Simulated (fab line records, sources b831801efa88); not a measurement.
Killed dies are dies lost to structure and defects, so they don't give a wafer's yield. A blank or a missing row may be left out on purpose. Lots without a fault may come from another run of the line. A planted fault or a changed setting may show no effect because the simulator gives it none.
fab line records | flow sky130
record lots=12 wafers=36 last_day=50
route steps=708 shown METAL1@449 VIA1@474 PAD_OPEN@708
lots that met no fault: from a run of the same line without faults
start_h: hours from the record's first day to the start of the lot's first wafer shown | wait_h: hours since the lot's step before | " the same as in the row above | L1.1+2: a row that stands for several wafers | - no value, or no start given | * or withheld: withheld | < > ~ a bound
route shown NAME@n: a module of which the file shows steps, and the number in the route of the first | usual: mean/standard deviation of fault-free wafers | same: alike in all rows | chamber/n: place in a boat | sites: the reading at each site | _std_site: their standard deviation | _edge_site: outer sites' mean less inner sites' | radius_mm: how far each site lies from the wafer's centre | mask NAME#n: copy n | behind: the tool/chamber that last shaped the wafer | hold: why the lot was held/for how many hours/how that ended | device: the transistor (n, p or np) that didn't switch | end of line: the same wafers' tests at the end of the route | a step without rows: its recipe alone | killed: dies lost to structure and defects at the first sort, not the wafer's yield | map: a wafer's dies, x killed, . not, _ none there
set.NAME: the setting as run; set.NAME@STEP: as run at that earlier step | model.NAME: the simulator's own value behind a step, which no gauge read
steps of the route over a sample of lots; a table a step, a row a wafer
services: from which hour (start_h, from the record's first day; less than 0 if before it) a tool's chamber was out of use, for how many hours, and why
## steps
# step SKY_METAL1_CD_MEAS_15
# recipe target_cd_nm=140
# usual cd_nm=139.5/1.7
# columns lot.wafer tool chamber start_h wait_h cd_nm
L937.2 cd_sem-01 - 753.76 - 139.5
L937.4 " - " " 138.8
L937.5 " - " " 139.6
L938.1 cd_sem-01 - 779.06 - 139.7
L938.5 " - " " 138.4
L938.6 " - " " 138.9
L940.1 cd_sem-02 - 826.04 - 140.5
L940.4 " - " " 140.0
L940.6 " - " " 141.4
L942.1 cd_sem-01 - 835.69 - 140.9
L942.4 " - " " 141.6
L942.6 " - " " 140.6
L944.2 cd_sem-02 - 842.51 - 138.0
L944.5 " - " " 139.5
L944.6 " - " " 139.6
L945.1 cd_sem-01 - 845.73 - 139.4
L945.2 " - " " 139.5
L945.5 " - " " 139.4
L947.4 cd_sem-01 - 847.60 - 139.3
L947.5 " - " " 141.4
L947.6 " - " " 140.6
L949.2 cd_sem-01 - 873.21 - 136.9
L949.3 " - " " 137.5
L949.5 " - " " 138.0
L948.1 cd_sem-02 - 876.08 - 139.1
L948.2 " - " " 139.8
L948.3 " - " " 140.7
L958.2 cd_sem-01 - 928.15 - 139.1
L958.4 " - " " 138.5
L958.5 " - " " 139.4
L957.3 cd_sem-01 - 932.37 - 142.1
L957.4 " - " " 141.1
L957.5 " - " " 140.2
L959.1 cd_sem-01 - 936.03 - 136.6
L959.3 " - " " 135.4
L959.6 " - " " 135.2
# step SKY_VIA1_STRIP_16
# recipe chemistry=O2/N2 power_w=1400 pressure_mtorr=1500 platen_temp_c=withheld o2_flow_sccm=3000 n2_flow_sccm=300 overash_fraction=0.5
# usual chamber_pressure_mTorr=1500.0/1.3 drypump_motor_current_A=5.5/0.33 oes_product_au=0.415/0.0045 strip_time_to_endpoint_s=4.460/0.022
# columns lot.wafer tool chamber start_h wait_h chamber_pressure_mTorr drypump_motor_current_A oes_product_au rf_hours_counter_h strip_time_to_endpoint_s
L937.2 plasma_asher-02 1 781.53 0.0 1500.2 4.8 0.417 97 4.430
L937.4 " 1 " " 1499.1 4.8 0.421 - 4.448
L937.5 " 0 " " 1498.6 6.1 0.416 - 4.403
L938.1 plasma_asher-01 1 807.53 0.0 1498.6 5.5 0.412 6 4.478
L938.5 " 1 " " 1500.9 5.5 0.419 - 4.471
L938.6 " 0 " " 1499.4 5.3 0.420 - 4.445
L940.1 plasma_asher-04 0 854.54 0.0 1499.6 5.9 0.413 73 4.413
L940.4 " 1 " " 1500.0 5.7 0.412 - 4.432
L940.6 " 0 " " 1499.2 5.8 0.411 - 4.444
L942.1 plasma_asher-02 0 863.33 0.0 1500.1 6.0 0.413 102 4.431
L942.4 " 1 " " 1501.1 4.8 0.420 - 4.450
L942.6 " 1 " " 1499.3 4.8 0.417 - 4.457
L944.2 plasma_asher-01 1 871.24 0.0 1501.2 5.5 0.418 13 4.487
L944.5 " 1 " " 1500.0 5.5 0.415 - 4.466
L944.6 " 0 " " 1502.1 5.3 0.418 - 4.473
L945.1 plasma_asher-04 1 873.09 0.0 1499.3 5.7 0.418 75 4.509
L945.2 " 0 " " 1500.7 5.8 0.426 75 4.476
L945.5 " 1 " " 1500.6 5.7 0.410 - 4.475
L947.4 plasma_asher-01 0 875.71 0.0 - - - - -
L947.5 " 1 " " - - - - -
L947.6 " 0 " " - - - - -
L949.2 plasma_asher-01 1 900.74 0.0 - - - - -
L949.3 " 1 " " - - - - -
L949.5 " 0 " " - - - - -
L948.1 plasma_asher-01 1 903.99 0.0 1499.0 5.5 0.414 17 4.424
L948.2 " 0 " " 1502.0 5.2 0.418 17 4.468
L948.3 " 0 " " 1500.5 5.2 0.409 - 4.471
L958.2 plasma_asher-01 0 953.54 0.0 1502.2 5.3 0.412 22 4.467
L958.4 " 1 " " 1501.6 5.5 0.420 - 4.486
L958.5 " 1 " " 1501.8 5.5 0.411 - 4.475
L957.3 plasma_asher-04 0 958.82 0.1 1498.4 5.8 0.413 - 4.444
L957.4 " 1 " " 1500.9 5.7 0.408 - 4.453
L957.5 " 0 " " 1501.5 5.8 0.402 - 4.461
L959.1 plasma_asher-01 1 961.94 0.0 1500.6 5.5 0.417 23 4.459
L959.3 " 1 " " 1497.8 5.5 0.418 - 4.498
L959.6 " 0 " " 1501.1 5.3 0.414 - 4.490
# step SKY_VIA1_SPUTTER_20
# recipe material=TiN target_thk_nm=20 chamber_pressure_pa=5 power_w=4144 time_s=80
# usual throttle_valve_pct=30.1/0.72
# columns lot.wafer tool chamber start_h wait_h throttle_valve_pct
L937.2 pvd_sputter-02 - 782.13 0.0 28.7
L937.4 " - " " 30.9
L937.5 " - " " 28.8
L938.1 pvd_sputter-04 - 808.12 0.0 30.2
L938.5 " - " " 30.3
L938.6 " - " " 30.2
L940.1 pvd_sputter-02 - 855.13 0.0 29.7
L940.4 " - " " 29.4
L940.6 " - " " 29.6
L942.1 pvd_sputter-04 - 863.92 0.0 30.1
L942.4 " - " " 31.8
L942.6 " - " " 30.0
L944.2 pvd_sputter-02 - 871.86 0.0 29.5
L944.5 " - " " 29.4
L944.6 " - " " 30.0
L945.1 pvd_sputter-03 - 873.69 0.0 30.4
L945.2 " - " " 29.6
L945.5 " - " " 29.5
L947.4 pvd_sputter-04 - 876.28 0.0 31.6
L947.5 " - " " 30.0
L947.6 " - " " 31.6
L949.2 pvd_sputter-04 - 901.33 0.0 31.4
L949.3 " - " " 30.1
L949.5 " - " " 29.9
L948.1 pvd_sputter-03 - 904.58 0.0 29.3
L948.2 " - " " 30.8
L948.3 " - " " 29.7
L958.2 pvd_sputter-04 - 954.13 0.0 31.2
L958.4 " - " " 29.7
L958.5 " - " " 31.7
L957.3 pvd_sputter-03 - 959.38 0.0 29.7
L957.4 " - " " 30.4
L957.5 " - " " 29.9
L959.1 pvd_sputter-04 - 962.56 0.0 29.8
L959.3 " - " " 31.5
L959.6 " - " " 30.0
# step SKY_VIA1_CVD_21
# recipe material=W target_thk_nm=270 time_s=80.902 temp_c=400 pressure_torr=40
# usual heater_power_w=874/48
# columns lot.wafer tool chamber start_h wait_h heater_power_w
L937.2 cvd_w-02 1 782.19 0.0 915
L937.4 " 0 " " 908
L937.5 " 0 " " 855
L938.1 cvd_w-02 1 808.19 0.0 903
L938.5 " 1 " " 898
L938.6 " 0 " " 878
L940.1 cvd_w-02 0 855.19 0.0 885
L940.4 " 0 " " 879
L940.6 " 0 " " 881
L942.1 cvd_w-01 0 863.98 0.0 810
L942.4 " 1 " " 929
L942.6 " 1 " " 921
L944.2 cvd_w-02 0 871.92 0.0 902
L944.5 " 0 " " 899
L944.6 " 1 " " 916
L945.1 cvd_w-01 1 873.75 0.0 912
L945.2 " 0 " " 784
L945.5 " 0 " " 785
L947.4 cvd_w-02 0 876.37 0.1 887
L947.5 " 1 " " 901
L947.6 " 0 " " 862
L949.2 cvd_w-01 1 901.39 0.0 915
L949.3 " 0 " " 785
L949.5 " 0 " " 790
L948.1 cvd_w-01 1 904.64 0.0 941
L948.2 " 0 " " 789
L948.3 " 0 " " 778
L958.2 cvd_w-02 0 954.19 0.0 918
L958.4 " 1 " " 838
L958.5 " 1 " " 854
L957.3 cvd_w-01 1 959.48 0.1 932
L957.4 " 0 " " 805
L957.5 " 1 " " 939
L959.1 cvd_w-02 1 962.62 0.0 847
L959.3 " 1 " " 829
L959.6 " 0 " " 873
# step SKY_PAD_OPEN_PROBE_99
# usual defect_limited_yield=82.5/1.9 killed_at_M0_to_M3=42/6.4 killed_at_M4_up=2.9/1.7 killed_at_contacts=25/5.2 killed_at_front_end=16/4.4 killed_at_other=0.4/0.65 killed_dies=86/9.2 killed_on_rim=17/3.9 killed_open=47/6.6 killed_short=39/5.8 sort_bin_3_pad_short=0.9/0.42 sort_bin_5_function=10.4/1.5 sort_bin_6_memory=6.3/1 sort_n_pass=406/9.2 sort_yield_pct=82.5/1.9
# same gross_dies=492 killed_at_back_side=0 sort_bin_4_leakage[%]=0 sort_bin_8_speed[%]=0
# columns lot.wafer tool chamber start_h wait_h defect_limited_yield[%] killed_at_M0_to_M3 killed_at_M4_up killed_at_contacts killed_at_front_end killed_at_other killed_dies killed_on_rim killed_open killed_short sort_bin_3_pad_short[%] sort_bin_5_function[%] sort_bin_6_memory[%] sort_n_pass sort_yield_pct[%]
L947.4 prober-02 - 1142.59 0.2 0 451 3 25 12 1 492 96 43 36 0.4 93.1 6.5 0 0
L947.5 prober-02 - 1142.64 0.2 0 455 4 18 14 1 492 96 46 32 0.6 94.5 4.9 0 0
L947.6 prober-02 - 1142.69 0.2 0 454 1 28 7 2 492 96 52 34 0.6 93.9 5.5 0 0
L949.2 prober-02 - 1155.93 0.1 0 456 2 20 14 0 492 96 44 29 0.6 93.3 6.1 0 0
L949.3 prober-02 - 1155.98 0.2 0 454 5 21 12 0 492 96 36 33 0.4 95.1 4.5 0 0
L949.5 prober-02 - 1156.08 0.2 0 449 7 21 15 0 492 96 56 35 0.2 94.9 4.9 0 0
# killed by level:class
L947.4 VIA1:area_sputter=413 CONTACT:geometric_particle:open=10 VIA1:geometric_particle:open=8 VIA3:geometric_particle:open=7 METAL1:geometric_particle:short=6 METAL2:geometric_particle:short=6 POLY_GATE:geometric_particle:open=5 LOCAL_INTERCONNECT:geometric_particle:short=5
L947.5 VIA1:area_sputter=414 VIA1:geometric_particle:open=10 VIA3:geometric_particle:open=8 CONTACT:geometric_particle:open=7 LI_CONTACT:geometric_particle:open=6 FIELD_ISO:geometric_particle:open=5 FIELD_ISO:geometric_particle:short=5 METAL1:geometric_particle:short=5
L947.6 VIA1:area_sputter=406 CONTACT:geometric_particle:open=9 VIA1:geometric_particle:open=9 LI_CONTACT:geometric_particle:open=8 VIA2:geometric_particle:open=8 VIA3:geometric_particle:open=8 METAL2:geometric_particle:short=5 METAL1:geometric_particle:short=4
L949.2 VIA1:area_sputter=419 CONTACT:geometric_particle:open=8 VIA1:geometric_particle:open=8 VIA2:geometric_particle:open=8 VIA3:geometric_particle:open=6 LI_CONTACT:geometric_particle:open=5 METAL2:geometric_particle:short=5 FIELD_ISO:geometric_particle:short=4
L949.3 VIA1:area_sputter=423 CONTACT:geometric_particle:open=11 METAL4:geometric_particle:short=5 VIA3:geometric_particle:open=5 LI_CONTACT:geometric_particle:open=4 VIA1:geometric_particle:open=4 VIA3:geometric_particle:short=4 LOCAL_INTERCONNECT:geometric_particle:short=3
L949.5 VIA1:area_sputter=400 CONTACT:geometric_particle:open=10 VIA1:geometric_particle:open=9 VIA2:geometric_particle:open=9 VIA3:geometric_particle:open=8 METAL1:geometric_particle:short=6 FIELD_ISO:geometric_particle:open=5 POLY_GATE:geometric_particle:open=5
## services
# columns tool chamber start_h hours kind
plasma_asher-01 - 758.94 2.8 repair
plasma_asher-01 - 782.19 2.0 repair
pvd_sputter-03 - 799.77 1.2 repair
cvd_w-01 - 825.90 0.3 repair
pvd_sputter-02 2 827.26 - consumable_replace:kit
pvd_sputter-02 2 827.26 18.0 scheduled_down
pvd_sputter-02 2 827.26 18.0 vent_cycle
cvd_w-02 - 833.26 0.9 repair
plasma_asher-02 - 833.31 27.9 repair
pvd_sputter-04 - 836.24 1.1 repair
pvd_sputter-04 - 836.92 3.8 repair
plasma_asher-02 - 838.22 0.8 repair
pvd_sputter-04 - 888.54 1.1 repair
cvd_w-02 1 894.91 11.2 repair
cvd_w-02 - 904.00 14.0 pm
cvd_w-02 0 904.00 14.0 vent_cycle
cvd_w-02 1 904.00 14.0 vent_cycle
cvd_w-02 0 918.00 - clean
cvd_w-02 1 918.00 - clean
pvd_sputter-03 - 943.85 3.7 repair
pvd_sputter-02 1 950.86 - consumable_replace:kit
pvd_sputter-02 1 950.86 18.0 scheduled_down
pvd_sputter-02 1 950.86 18.0 vent_cycle
pvd_sputter-02 - 962.07 5.5 repair
## key
first_sign step=SKY_VIA1_STRIP_16 reading=tool_record direction=missing
effect step=SKY_PAD_OPEN_PROBE_99 reading=killed_at_M0_to_M3 direction=up sigmas=65 usual=42 struck=453
more_kills_born_at SKY_VIA1_SPUTTER_20@pvd_sputter-04=2475
met_at SKY_VIA1_STRIP_16
struck_lots L947,L949
later_rows_left_out L947.4,L947.5,L947.6,L949.2,L949.3,L949.5
not_acting_at SKY_METAL1_CD_MEAS_15,SKY_VIA1_SPUTTER_20,SKY_VIA1_CVD_21
onset_between 871.24 875.71
fault kind=skipped_step_whole tool=plasma_asher-01 chamber=- onset_h=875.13 steps=SKY_VIA1_STRIP_16 scope=struck_lots_only
# later_rows_left_out: the simulator's readings of these wafers behind a module that went badly wrong aren't trusted and aren't shown, but for the sort
